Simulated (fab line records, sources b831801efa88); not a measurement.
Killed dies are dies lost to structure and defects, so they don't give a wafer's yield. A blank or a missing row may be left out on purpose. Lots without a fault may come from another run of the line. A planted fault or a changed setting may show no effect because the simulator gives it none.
fab line records | flow sfq_line | part 1 of 2: steps 1 to 23 of 34
record lots=5 wafers=15 last_day=93
route steps=325 shown M4@153 I4@163 JJ@178
lots that met no fault: from a run of the same line without faults
start_h: hours from the record's first day to the start of the lot's first wafer shown | wait_h: hours since the lot's step before | " the same as in the row above | L1.1+2: a row that stands for several wafers | - no value, or no start given | * or withheld: withheld | < > ~ a bound
route shown NAME@n: a module of which the file shows steps, and the number in the route of the first | usual: mean/standard deviation of fault-free wafers | same: alike in all rows | chamber/n: place in a boat | sites: the reading at each site | _std_site: their standard deviation | _edge_site: outer sites' mean less inner sites' | radius_mm: how far each site lies from the wafer's centre | mask NAME#n: copy n | behind: the tool/chamber that last shaped the wafer | hold: why the lot was held/for how many hours/how that ended | device: the transistor (n, p or np) that didn't switch | end of line: the same wafers' tests at the end of the route | a step without rows: its recipe alone | killed: dies lost to structure and defects at the first sort, not the wafer's yield | map: a wafer's dies, x killed, . not, _ none there
set.NAME: the setting as run; set.NAME@STEP: as run at that earlier step | model.NAME: the simulator's own value behind a step, which no gauge read
lots at some steps of the route; a table a step, a row a wafer
services: from which hour (start_h, from the record's first day; less than 0 if before it) a tool's chamber was out of use, for how many hours, and why
## steps
# step SFQ_TRILAYER_M4_LITHO_COAT_093
# recipe resist=KrF spin_rpm=3000 resist_thk_nm=600
# usual chill_plate_temp_C=23.00/0.095
# columns lot.wafer tool chamber start_h wait_h chill_plate_temp_C
L076.1 litho_track-03 0 785.78 0.2 22.95
L076.5 " 0 " " 22.93
L076.6 " 0 " " 22.89
L078.1 litho_track-02 0 800.34 0.2 22.84
L078.2 " 0 " " 23.05
L078.4 " 0 " " 22.96
L091.3 litho_track-04 0 980.80 0.2 23.11
L091.4 " 0 " " 22.94
L091.6 " 0 " " 22.93
L093.1 litho_track-04 0 997.66 0.2 22.98
L093.3 " 0 " " 22.99
L093.6 " 0 " " 22.84
L095.3 litho_track-02 0 1009.07 0.2 22.99
L095.5 " 0 " " 23.03
L095.6 " 0 " " 22.93
# step SFQ_TRILAYER_M4_LITHO_SOFTBAKE_097
# recipe temp_c=withheld time_s=withheld resist=KrF
# usual chill_plate_temp_C=*
# columns lot.wafer tool chamber start_h wait_h chill_plate_temp_C
L076.1 litho_track-03 0 786.08 0.2 *
L076.5 " 0 " " *
L076.6 " 0 " " *
L078.1 litho_track-02 0 800.64 0.2 *
L078.2 " 0 " " *
L078.4 " 0 " " *
L091.3 litho_track-04 0 981.05 0.2 *
L091.4 " 0 " " *
L091.6 " 0 " " *
L093.1 litho_track-04 0 997.96 0.2 *
L093.3 " 0 " " *
L093.6 " 0 " " *
L095.3 litho_track-02 0 1009.32 0.2 *
L095.5 " 0 " " *
L095.6 " 0 " " *
# step SFQ_TRILAYER_M4_LITHO_EXPOSE_094
# recipe mask_id=M4 na=0.6 source_shape=conventional sigma_outer=0.65 target_cd_nm=500 dose_mj=14.4
# usual stage_vel_mm_s=499.93/0.23
# columns lot.wafer tool chamber start_h wait_h mask stage_vel_mm_s
L076.1 krf_scanner-02 0 931.66 - M4#0 499.99
L076.5 " 0 " " M4#0 499.95
L076.6 " 0 " " M4#0 500.08
L078.1 krf_scanner-02 0 947.26 - M4#0 500.19
L078.2 " 0 " " M4#0 500.26
L078.4 " 0 " " M4#0 499.75
L091.3 krf_scanner-01 0 1122.02 - M4#0 499.97
L091.4 " 0 " " M4#0 500.07
L091.6 " 0 " " M4#0 500.36
L093.1 krf_scanner-01 0 1146.82 - M4#0 499.52
L093.3 " 0 " " M4#0 499.80
L093.6 " 0 " " M4#0 499.82
L095.3 krf_scanner-02 0 1156.17 - M4#0 500.07
L095.5 " 0 " " M4#0 500.25
L095.6 " 0 " " M4#0 500.00
# step SFQ_TRILAYER_M4_LITHO_PEB_096
# recipe peb_temp_c=115 peb_time_s=60 resist=KrF
# usual chill_plate_temp_C=23.01/0.11
# columns lot.wafer tool chamber start_h wait_h chill_plate_temp_C
L076.1 litho_track-03 0 932.86 1.0 23.07
L076.5 " 0 " " 22.91
L076.6 " 0 " " 22.95
L078.1 litho_track-02 0 948.46 1.0 23.05
L078.2 " 0 " " 23.08
L078.4 " 0 " " 23.23
L091.3 litho_track-03 0 1122.87 0.7 22.80
L091.4 " 0 " " 22.98
L091.6 " 0 " " 22.89
L093.1 litho_track-02 0 1148.02 1.0 22.98
L093.3 " 0 " " 23.00
L093.6 " 0 " " 22.99
L095.3 litho_track-04 0 1157.02 0.7 22.94
L095.5 " 0 " " 23.08
L095.6 " 0 " " 23.02
# step SFQ_TRILAYER_M4_LITHO_DEVELOP_095
# recipe time_s=60 resist=KrF
# usual chill_plate_temp_C=22.99/0.11
# columns lot.wafer tool chamber start_h wait_h chill_plate_temp_C
L076.1 litho_track-03 0 933.01 0.1 23.08
L076.5 " 0 " " 23.28
L076.6 " 0 " " 23.09
L078.1 litho_track-02 0 948.61 0.1 23.01
L078.2 " 0 " " 22.89
L078.4 " 0 " " 23.08
L091.3 litho_track-03 0 1123.02 0.1 22.77
L091.4 " 0 " " 22.82
L091.6 " 0 " " 22.86
L093.1 litho_track-02 0 1148.17 0.1 22.86
L093.3 " 0 " " 23.07
L093.6 " 0 " " 22.82
L095.3 litho_track-04 0 1157.17 0.1 23.03
L095.5 " 0 " " 22.95
L095.6 " 0 " " 22.92
# step SFQ_M4_OVL_MEAS_926
# usual M4_OVL=-3/5.3
# columns lot.wafer tool chamber start_h wait_h M4_OVL[nm]
L076.1 overlay-01 - 933.16 0.1 -3
L076.5 " - " " 1
L076.6 " - " " -2
L078.1 overlay-01 - 948.76 0.1 5
L078.2 " - " " 0
L078.4 " - " " 3
L091.3 overlay-01 - 1123.13 0.1 -1
L091.4 " - " " 3
L091.6 " - " " 3
L093.1 overlay-01 - 1148.32 0.1 -2
L093.3 " - " " -2
L093.6 " - " " -6
L095.3 overlay-01 - 1157.28 0.1 5
L095.5 " - " " -5
L095.6 " - " " -2
# step SFQ_TRILAYER_M4_BARC_OPEN_METAL_ETCH_123
# recipe mask_material=PR chemistry=O2 target_depth_nm=125 target=BARC icp_w=600 bias_w=80 pressure_mtorr=10 time_s=41.7
# usual drypump_motor_current_A=5.6/0.6 oes_product_au=0.685/0.0046
# columns lot.wafer tool chamber start_h wait_h drypump_motor_current_A oes_product_au rf_hours_counter_h
L076.1 rie_metal-03 1 933.20 0.0 5.7 0.692 144
L076.5 " 0 " " 5.9 0.695 -
L076.6 " 1 " " 5.7 0.684 -
L078.1 rie_metal-03 0 948.80 0.0 5.9 0.690 107
L078.2 " 1 " " 5.7 0.688 145
L078.4 " 1 " " 5.7 0.692 -
L091.3 rie_metal-02 1 1123.17 0.0 5.2 0.683 -
L091.4 " 0 " " 4.7 0.674 -
L091.6 " 0 " " 4.7 0.677 -
L093.1 rie_metal-03 0 1148.35 0.0 5.9 0.682 133
L093.3 " 0 " " 5.9 0.679 -
L093.6 " 0 " " 5.9 0.690 -
L095.3 rie_metal-04 0 1157.32 0.0 5.6 0.686 -
L095.5 " 0 " " 5.6 0.687 -
L095.6 " 1 " " 6.6 0.689 -
# step SFQ_TRILAYER_M4_ETCH_METAL_ETCH_096
# recipe target=Nb stop_on=SiO2 mask_material=PR chemistry=Cl2/Ar target_depth_nm=240 icp_w=600 bias_w=80 pressure_mtorr=10 time_s=120
# usual drypump_motor_current_A=5.6/0.6 oes_product_au=0.897/0.0069
# columns lot.wafer tool chamber start_h wait_h drypump_motor_current_A oes_product_au rf_hours_counter_h
L076.1 rie_metal-03 1 933.26 0.0 5.7 0.896 144
L076.5 " 0 " " 5.9 0.887 -
L076.6 " 1 " " 5.7 0.886 -
L078.1 rie_metal-03 0 948.86 0.0 5.9 0.896 107
L078.2 " 1 " " 5.7 0.900 145
L078.4 " 1 " " 5.7 0.899 -
L091.3 rie_metal-02 1 1123.25 0.1 5.2 0.900 -
L091.4 " 0 " " 4.6 0.904 -
L091.6 " 0 " " 4.6 0.897 -
L093.1 rie_metal-03 0 1148.41 0.0 5.9 0.891 133
L093.3 " 0 " " 5.9 0.900 -
L093.6 " 0 " " 5.9 0.881 -
L095.3 rie_metal-04 0 1157.40 0.1 5.6 0.892 -
L095.5 " 0 " " 5.6 0.887 -
L095.6 " 1 " " 6.6 0.891 -
# step SFQ_TRILAYER_M4_STRIP_STRIP_097
# recipe gas=O2 power_w=200 platen_temp_c=40 overash_fraction=0.65 chemistry=O2 pressure_mtorr=50
# usual drypump_motor_current_A=5.6/0.6 oes_product_au=1.001/0.0094 platen_temp_c=40.01/0.13
# columns lot.wafer tool chamber start_h wait_h drypump_motor_current_A oes_product_au platen_temp_c rf_hours_counter_h
L076.1 rie_metal-03 1 933.39 0.1 5.7 0.997 39.90 144
L076.5 " 0 " " 6.0 1.002 40.15 -
L076.6 " 1 " " 5.7 0.993 39.94 -
L078.1 rie_metal-03 0 948.99 0.1 5.9 0.995 39.84 107
L078.2 " 1 " " 5.7 0.998 39.80 146
L078.4 " 1 " " 5.7 0.990 39.99 -
L091.3 rie_metal-02 1 1123.54 0.2 5.3 0.998 39.96 -
L091.4 " 0 " " 4.6 0.994 40.07 -
L091.6 " 0 " " 4.6 0.984 40.06 -
L093.1 rie_metal-03 0 1148.54 0.1 5.9 1.019 40.12 134
L093.3 " 0 " " 5.9 1.018 40.02 -
L093.6 " 0 " " 5.9 1.012 40.07 -
L095.3 rie_metal-04 0 1157.69 0.2 5.6 1.015 40.23 -
L095.5 " 0 " " 5.6 1.019 40.24 -
L095.6 " 1 " " 6.6 0.997 40.09 -
# step SFQ_TRILAYER_M4_STRIP_SOLV_CLEAN_098
# recipe chemistry=NMP temp_c=70 time_s=600
# columns lot.wafer tool chamber start_h wait_h
L076.1+5+6 wet_bench-02 2,3,6 933.99 0.4
L078.1+2+4 wet_bench-04 6,3,2 949.59 0.4
L091.3+4+6 wet_bench-02 5,6,0 1123.94 0.2
L093.1+3+6 wet_bench-02 5,3,0 1149.14 0.4
L095.3+5+6 wet_bench-02 0,6,7 1158.09 0.2
# step SFQ_TRILAYER_I4_DEP_PECVD_099
# recipe material=SiO2 temp_c=150 time_s=111.11 pressure_torr=2.4 rf_w=183.3 precursor=SiH4/N2O target_thk_nm=500
# usual heater_power_w=78/17 throttle_valve_pct=24.7/1.7
# columns lot.wafer tool chamber start_h wait_h heater_power_w since_wet_clean_h throttle_valve_pct
L076.1 pecvd-01 2 934.16 0.0 64 356 23.4
L076.5 " 1 " " 57 - 23.0
L076.6 " 0 " " 82 - 24.1
L078.1 pecvd-03 0 949.76 0.0 123 3 23.6
L078.2 " 2 " " 81 3 23.6
L078.4 " 1 " " 88 - 23.1
L091.3 pecvd-03 2 1124.11 0.0 91 177 23.8
L091.4 " 2 " " 75 - 24.1
L091.6 " 0 " " 113 - 24.9
L093.1 pecvd-01 0 1149.31 0.0 85 572 24.3
L093.3 " 1 " " 71 572 23.4
L093.6 " 2 " " 65 - 23.6
L095.3 pecvd-03 0 1158.26 0.0 126 211 25.2
L095.5 " 0 " " 104 - 24.9
L095.6 " 2 " " 77 - 23.8
# step SFQ_TRILAYER_I4_CMP_CMP_100
# recipe material=SiO2 down_force_psi=3 platen_rpm=60 pad_velocity_m_s=0.94248
# usual head_pressure_psi=3.000/0.0068 motor_current_A=10.2/0.96 time_to_endpoint_s=215/9.5
# columns lot.wafer tool chamber start_h wait_h head_pressure_psi motor_current_A time_to_endpoint_s
L076.1 cmp-01 2 935.74 1.5 2.994 10.0 208
L076.6 " 3 " " 3.003 10.0 211
L076.5 " 0 " " 2.998 8.3 204
L078.4 cmp-02 2 949.84 0.0 2.996 8.8 221
L078.1 " 3 " " 3.000 10.7 209
L078.2 " 1 951.34 1.5 3.009 11.2 201
L091.3 cmp-02 2 1124.19 0.0 2.999 9.0 219
L091.4 " 0 1125.19 1.0 2.999 10.2 223
L091.6 " 3 1126.69 2.5 3.003 10.1 217
L093.3 cmp-01 1 1150.07 0.7 3.011 12.1 220
L093.1 " 3 1151.07 1.7 2.996 10.3 214
L093.6 " 1 1152.07 2.7 3.009 12.3 214
L095.3 cmp-01 0 1159.34 1.0 3.016 8.6 207
L095.6 " 2 1160.34 2.0 3.001 9.9 225
L095.5 " 3 " " 2.990 10.4 214
# step SFQ_I4_BOW_MEAS_927
# recipe mode=bow
# usual I4_BOW=2/9.5
# columns lot.wafer tool chamber start_h wait_h I4_BOW[um]
L076.1 film_metro-02 - 937.24 1.0 11
L076.5 " - " " -8
L076.6 " - " " 1
L078.1 film_metro-02 - 952.84 2.0 -5
L078.2 " - " " 2
L078.4 " - " " -3
L091.3 film_metro-02 - 1127.23 2.5 2
L091.4 " - " " 1
L091.6 " - " " 16
L093.1 film_metro-01 - 1153.07 1.5 -11
L093.3 " - " " 4
L093.6 " - " " -1
L095.3 film_metro-01 - 1161.38 1.5 3
L095.5 " - " " 12
L095.6 " - " " -2
# step SFQ_TRILAYER_I4_METRO_MEASURE_101
# usual thk_nm=200.6/1.2
# columns lot.wafer tool chamber start_h wait_h thk_nm
L076.1 film_metro-02 - 937.36 0.1 202.2
L076.5 " - " " 200.4
L076.6 " - " " 201.7
L078.1 film_metro-02 - 952.96 0.1 201.2
L078.2 " - " " 200.4
L078.4 " - " " 201.9
L091.3 film_metro-02 - 1127.71 0.5 202.1
L091.4 " - " " 200.8
L091.6 " - " " 200.5
L093.1 film_metro-01 - 1153.19 0.1 198.4
L093.3 " - " " 199.0
L093.6 " - " " 198.7
L095.3 film_metro-01 - 1161.86 0.5 199.0
L095.5 " - " " 199.6
L095.6 " - " " 201.9
# step SFQ_TRILAYER_I4_VIA_LITHO_COAT_108
# recipe resist=BARC spin_rpm=3000 resist_thk_nm=62
# usual chill_plate_temp_C=23.01/0.1
# columns lot.wafer tool chamber start_h wait_h chill_plate_temp_C
L076.1 litho_track-04 0 938.56 1.0 23.15
L076.5 " 0 " " 23.07
L076.6 " 0 " " 23.02
L078.1 litho_track-04 0 954.16 1.0 22.93
L078.2 " 0 " " 23.00
L078.4 " 0 " " 22.93
L091.3 litho_track-01 0 1128.61 0.7 22.93
L091.4 " 0 " " 23.00
L091.6 " 0 " " 22.85
L093.1 litho_track-02 0 1154.39 1.0 22.96
L093.3 " 0 " " 23.02
L093.6 " 0 " " 22.92
L095.3 litho_track-02 0 1162.76 0.7 22.93
L095.5 " 0 " " 23.07
L095.6 " 0 " " 23.02
# step SFQ_TRILAYER_I4_VIA_LITHO_COAT_103
# recipe resist=KrF spin_rpm=3000 resist_thk_nm=650
# usual chill_plate_temp_C=22.99/0.11
# columns lot.wafer tool chamber start_h wait_h chill_plate_temp_C
L076.1 litho_track-04 0 938.86 0.2 22.82
L076.5 " 0 " " 23.08
L076.6 " 0 " " 23.07
L078.1 litho_track-04 0 954.46 0.2 22.89
L078.2 " 0 " " 22.99
L078.4 " 0 " " 22.89
L091.3 litho_track-01 0 1128.91 0.2 22.98
L091.4 " 0 " " 22.91
L091.6 " 0 " " 22.86
L093.1 litho_track-02 0 1154.69 0.2 22.99
L093.3 " 0 " " 22.90
L093.6 " 0 " " 22.89
L095.3 litho_track-02 0 1163.06 0.2 23.00
L095.5 " 0 " " 22.91
L095.6 " 0 " " 22.94
# step SFQ_TRILAYER_I4_VIA_LITHO_SOFTBAKE_107
# recipe temp_c=withheld time_s=withheld resist=KrF
# usual chill_plate_temp_C=*
# columns lot.wafer tool chamber start_h wait_h chill_plate_temp_C
L076.1 litho_track-04 0 939.16 0.2 *
L076.5 " 0 " " *
L076.6 " 0 " " *
L078.1 litho_track-04 0 954.76 0.2 *
L078.2 " 0 " " *
L078.4 " 0 " " *
L091.3 litho_track-01 0 1129.16 0.2 *
L091.4 " 0 " " *
L091.6 " 0 " " *
L093.1 litho_track-02 0 1154.99 0.2 *
L093.3 " 0 " " *
L093.6 " 0 " " *
L095.3 litho_track-02 0 1163.31 0.2 *
L095.5 " 0 " " *
L095.6 " 0 " " *
# step SFQ_TRILAYER_I4_VIA_LITHO_EXPOSE_104
# recipe mask_id=I4 na=0.6 source_shape=conventional sigma_outer=0.65 target_cd_nm=700 dose_mj=21.3
# usual stage_vel_mm_s=499.94/0.26
# columns lot.wafer tool chamber start_h wait_h mask stage_vel_mm_s
L076.1 krf_scanner-01 0 988.44 - I4#0 499.65
L076.5 " 0 " " I4#0 499.95
L076.6 " 0 " " I4#0 499.86
L078.1 krf_scanner-01 0 990.84 - I4#0 500.47
L078.2 " 0 " " I4#0 500.41
L078.4 " 0 " " I4#0 500.53
L091.3 krf_scanner-02 0 1270.22 - I4#0 499.82
L091.4 " 0 " " I4#0 499.72
L091.6 " 0 " " I4#0 499.78
L093.1 krf_scanner-01 0 1291.22 - I4#0 499.89
L093.3 " 0 " " I4#0 499.64
L093.6 " 0 " " I4#0 500.32
L095.3 krf_scanner-01 0 1307.64 - I4#0 499.87
L095.5 " 0 " " I4#0 500.01
L095.6 " 0 " " I4#0 499.96
# step SFQ_TRILAYER_I4_VIA_LITHO_PEB_106
# recipe peb_temp_c=115 peb_time_s=60 resist=KrF
# usual chill_plate_temp_C=23.01/0.092
# columns lot.wafer tool chamber start_h wait_h chill_plate_temp_C
L076.1 litho_track-04 0 989.64 1.0 23.03
L076.5 " 0 " " 23.00
L076.6 " 0 " " 23.00
L078.1 litho_track-01 0 992.04 1.0 23.05
L078.2 " 0 " " 23.15
L078.4 " 0 " " 22.98
L091.3 litho_track-04 0 1271.07 0.7 23.00
L091.4 " 0 " " 22.95
L091.6 " 0 " " 22.99
L093.1 litho_track-02 0 1292.42 1.0 23.21
L093.3 " 0 " " 23.11
L093.6 " 0 " " 22.94
L095.3 litho_track-01 0 1308.49 0.7 23.05
L095.5 " 0 " " 23.08
L095.6 " 0 " " 23.14
# step SFQ_TRILAYER_I4_VIA_LITHO_DEVELOP_105
# recipe time_s=60 resist=KrF
# usual chill_plate_temp_C=23.01/0.1
# columns lot.wafer tool chamber start_h wait_h chill_plate_temp_C
L076.1 litho_track-04 0 989.79 0.1 23.00
L076.5 " 0 " " 23.12
L076.6 " 0 " " 23.05
L078.1 litho_track-01 0 992.19 0.1 23.15
L078.2 " 0 " " 22.80
L078.4 " 0 " " 23.15
L091.3 litho_track-04 0 1271.22 0.1 23.07
L091.4 " 0 " " 22.94
L091.6 " 0 " " 23.25
L093.1 litho_track-02 0 1292.57 0.1 23.04
L093.3 " 0 " " 22.88
L093.6 " 0 " " 22.97
L095.3 litho_track-01 0 1308.64 0.1 22.96
L095.5 " 0 " " 23.03
L095.6 " 0 " " 23.01
# step SFQ_I4_OVL_MEAS_928
# usual I4_OVL=-3/5.3
# columns lot.wafer tool chamber start_h wait_h I4_OVL[nm]
L076.1 overlay-01 - 989.94 0.1 1
L076.5 " - " " -1
L076.6 " - " " 2
L078.1 overlay-01 - 992.34 0.1 -4
L078.2 " - " " -15
L078.4 " - " " -10
L091.3 overlay-02 - 1271.33 0.1 -2
L091.4 " - " " 9
L091.6 " - " " 5
L093.1 overlay-01 - 1292.72 0.1 0
L093.3 " - " " 4
L093.6 " - " " -16
L095.3 overlay-01 - 1308.75 0.1 0
L095.5 " - " " -5
L095.6 " - " " -12
# step SFQ_TRILAYER_I4_VIA_BARC_OPEN_VIA_ETCH_146
# recipe mask_material=PR chemistry=O2 target_depth_nm=125 target=BARC source_w=500 bias_w=80 pressure_mtorr=30 time_s=41.7
# usual drypump_motor_current_A=5.6/0.36 oes_product_au=0.685/0.0046
# columns lot.wafer tool chamber start_h wait_h drypump_motor_current_A oes_product_au rf_hours_counter_h
L076.1 rie_diel-02 1 989.98 0.0 5.5 0.687 7
L076.5 " 2 " " 6.3 0.680 -
L076.6 " 3 " " 5.2 0.686 -
L078.1 rie_diel-03 2 992.38 0.0 5.6 0.680 18
L078.2 " 0 " " 5.9 0.689 18
L078.4 " 3 " " 5.1 0.686 9
L091.3 rie_diel-02 2 1271.36 0.0 6.3 0.685 8
L091.4 " 3 " " 5.3 0.684 8
L091.6 " 0 " " 5.6 0.682 -
L093.1 rie_diel-02 2 1292.75 0.0 6.3 0.679 8
L093.3 " 1 " " 5.5 0.694 11
L093.6 " 0 " " 5.6 0.679 -
L095.3 rie_diel-02 3 1308.77 0.0 5.2 0.682 8
L095.5 " 2 " " 6.2 0.689 -
L095.6 " 3 " " 5.2 0.685 -
# step SFQ_TRILAYER_I4_VIA_ETCH_VIA_ETCH_106
# recipe target=SiO2 stop_on=Nb mask_material=PR taper_deg=20 chemistry=CHF3 target_depth_nm=260 source_w=500 bias_w=80 pressure_mtorr=30 time_s=withheld
# usual drypump_motor_current_A=5.6/0.36 oes_product_au=0.857/0.005
# columns lot.wafer tool chamber start_h wait_h drypump_motor_current_A oes_product_au
L076.1 rie_diel-02 1 990.02 0.0 5.5 0.864
L076.5 " 2 " " 6.3 0.854
L076.6 " 3 " " 5.2 0.863
L078.1 rie_diel-03 2 992.42 0.0 5.6 0.858
L078.2 " 0 " " 5.8 0.857
L078.4 " 3 " " 5.1 0.856
L091.3 rie_diel-02 2 1271.40 0.0 6.3 0.859
L091.4 " 3 " " 5.2 0.855
L091.6 " 0 " " 5.6 0.852
L093.1 rie_diel-02 2 1292.79 0.0 6.3 0.852
L093.3 " 1 " " 5.5 0.859
L093.6 " 0 " " 5.6 0.850
L095.3 rie_diel-02 3 1308.81 0.0 5.2 0.856
L095.5 " 2 " " 6.3 0.854
L095.6 " 3 " " 5.2 0.851
